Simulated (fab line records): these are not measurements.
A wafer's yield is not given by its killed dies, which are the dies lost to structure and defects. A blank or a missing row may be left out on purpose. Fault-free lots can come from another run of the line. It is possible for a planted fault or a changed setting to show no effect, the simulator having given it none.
Struck lot and sound lot, side by side | flow sky130 | 18 steps out of a route of 708
Sound: these wafers, L632.1, L632.2, L632.4. Wafers L641.1, L641.4, L641.5 were the ones struck. At the end, the cause is stated.
At each step with rows: each side's tool, then ch and its chambers, then its first start. Under that, the readings that differ: sound wafers | struck wafers | difference of the means | sigmas: that difference in standard deviations of wafers without a fault.
alike: a reading whose means differ by less than 2 such deviations, as well as words and numbers matching on both sides. not compared: withheld readings; readings where some wafer has no value; bounds like >300 that might hide an equal value; numbers whose values overlap and for which the record gives no deviation.
Wherever a step has rows on one side only, a row that says differs or no value, or a row with sigmas, the two part there. Numbers that don't overlap but have no deviation are shown without sigmas and don't part them. Lack of a reading on every wafer of one side parts them only where that side has two or more wafers.

first, 3 steps without rows for these wafers: SKY_LI_CONTACT_EXPOSE_09 (exposes mask LICM1, target cd 170 nm); SKY_LI_CONTACT_PEB_10; SKY_LI_CONTACT_DEVELOP_11 (develop time 60 s).
SKY_LI_CONTACT_CD_MEAS_12 targets a cd of 170 nm.
  sound on cd sem-02 at day 32 10:48; struck on cd sem-01 at day 35 17:32
  alike: cd nm
SKY_LI_CONTACT_OVL_MEAS_13:
  sound on overlay-01 at day 32 10:55; struck on overlay-01 at day 35 17:40
  alike: LI_CONTACT_OVL
then, 1 step without rows for these wafers: SKY_LI_CONTACT_ETCH_14 (etches BARC in N2/H2, stops on SiO2, time 45.9 s, target depth 60 nm).
SKY_LI_CONTACT_ETCH_15: etches PSG in C4F8/O2/Ar, stops on Si, target depth 600 nm.
  sound on rie diel-02 ch 1,2,3, day 32 10:59; struck on rie diel-02 ch 0,1,2, day 35 17:44
  alike: oes product au
SKY_LI_CONTACT_STRIP_16: strips in O2/N2.
  sound on plasma asher-02 ch 0,1, day 32 11:05; struck on plasma asher-03 ch 0, day 35 17:49
  alike: drypump motor current A, oes product au, strip time to endpoint s
  not compared: rf hours counter h
then, 2 steps without rows for these wafers: SKY_LI_CONTACT_CLEAN_17 (cleans in NMP, time 600 s); SKY_LI_CONTACT_PRE_CLEAN_18 (time 5.6 s).
SKY_LI_CONTACT_SPUTTER_19: material Ti, target thk 20 nm, time 106.37 s.
  sound on pvd sputter-03 at day 32 11:25; struck on pvd sputter-03 at day 35 18:07
  alike: throttle valve pct
SKY_LI_CONTACT_SPUTTER_20: material TiN, target thk 20 nm, time 80 s.
  sound on pvd sputter-03 at day 32 11:29; struck on pvd sputter-03 at day 35 18:11
  alike: throttle valve pct
SKY_LI_CONTACT_CVD_21: deposits W, target thk 400 nm, time 120.56 s.
  sound on cvd w-01 ch 0,1, day 32 11:32; struck on cvd w-01 ch 0,1, day 35 18:15
  reading                                  | sound           | struck          | difference | sigmas
  model.W_of_LI_CONTACT_CVD_21.thk nm (nm) | 389.7 401 391.6 | 191.7 192 177.4 | -207.1     |
  alike: chamber pressure Torr, heater power w
  not compared: since wet clean h
SKY_LI_CONTACT_RS_MEAS_22: measurement is done with a four-point probe.
  sound on film metro-03 at day 32 11:40; struck on film metro-04 at day 35 18:23
  reading                  | sound             | struck            | difference | sigmas
  LI_CONTACT_W_RS (ohm/sq) | 0.292 0.284 0.290 | 0.597 0.596 0.646 | +0.324     | +52
SKY_LI_CONTACT_THK_MEAS_23: measures by xrf.
  sound on film metro-03 at day 32 11:47; struck on film metro-04 at day 35 18:30
  reading               | sound       | struck      | difference | sigmas
  LI_CONTACT_W_THK (nm) | 375 387 377 | 189 190 175 | -195       | -21
SKY_LI_CONTACT_CMP_24: polishes, stops on PSG, t overpolish 20 s, target thk 0 nm.
  sound on cmp-01 ch 0,2,3, day 32 11:54; struck on cmp-01 ch 0,1,3, day 35 18:40
  reading                      | sound             | struck            | difference | sigmas
  retaining ring pressure frac | 0.999 0.995 0.987 | 1.004 1.003 1.006 | +0.011     | +2
  time to endpoint s (s)       | 91 99 94          | 52 47 45          | -47        | -10
  alike: motor current A, slurry flow ml min
SKY_LOCAL_INTERCONNECT_SPUTTER_00: material TiN, target thk 100 nm, time 83.3 s.
  sound on pvd sputter-02 at day 32 12:09; struck on pvd sputter-02 at day 35 18:52
  alike: throttle valve pct
-- a jump in the record: the struck wafers' starts before and after are 15 days apart (it breaks off in module LOCAL_INTERCONNECT and resumes in module PAD_OPEN, where the first step shown is number 708 of the route) --
SKY_PAD_OPEN_PROBE_99:
  sound on prober-01 at day 48 12:57; struck on prober-01 at day 50 20:34
  reading                                  | sound                | struck               | difference | sigmas
  model.etest.pfet_01v8_hvt.off log10 a um | -13.42 -13.34 -13.57 | -12.98 -13.23 -13.11 | +0.34      |
  alike: killed_at_M0_to_M3, killed_at_M4_up, killed at contacts, killed at front end, killed at other, killed dies, killed open, killed short
  not compared: model.etest.res poly.line ohm um, model.etest.res poly.width nm, model.etest.res high po.width nm, model.etest.res xhigh po.width nm, model.etest.ring_1v8.delay ps

WHERE THEY PART
First at SKY_LI_CONTACT_RS_MEAS_22; last, within this record, at SKY_LI_CONTACT_CMP_24. Later steps at which nothing parts them and some readings are alike: SKY_LOCAL_INTERCONNECT_SPUTTER_00, SKY_PAD_OPEN_PROBE_99.

WHY: whatever the simulator had introduced
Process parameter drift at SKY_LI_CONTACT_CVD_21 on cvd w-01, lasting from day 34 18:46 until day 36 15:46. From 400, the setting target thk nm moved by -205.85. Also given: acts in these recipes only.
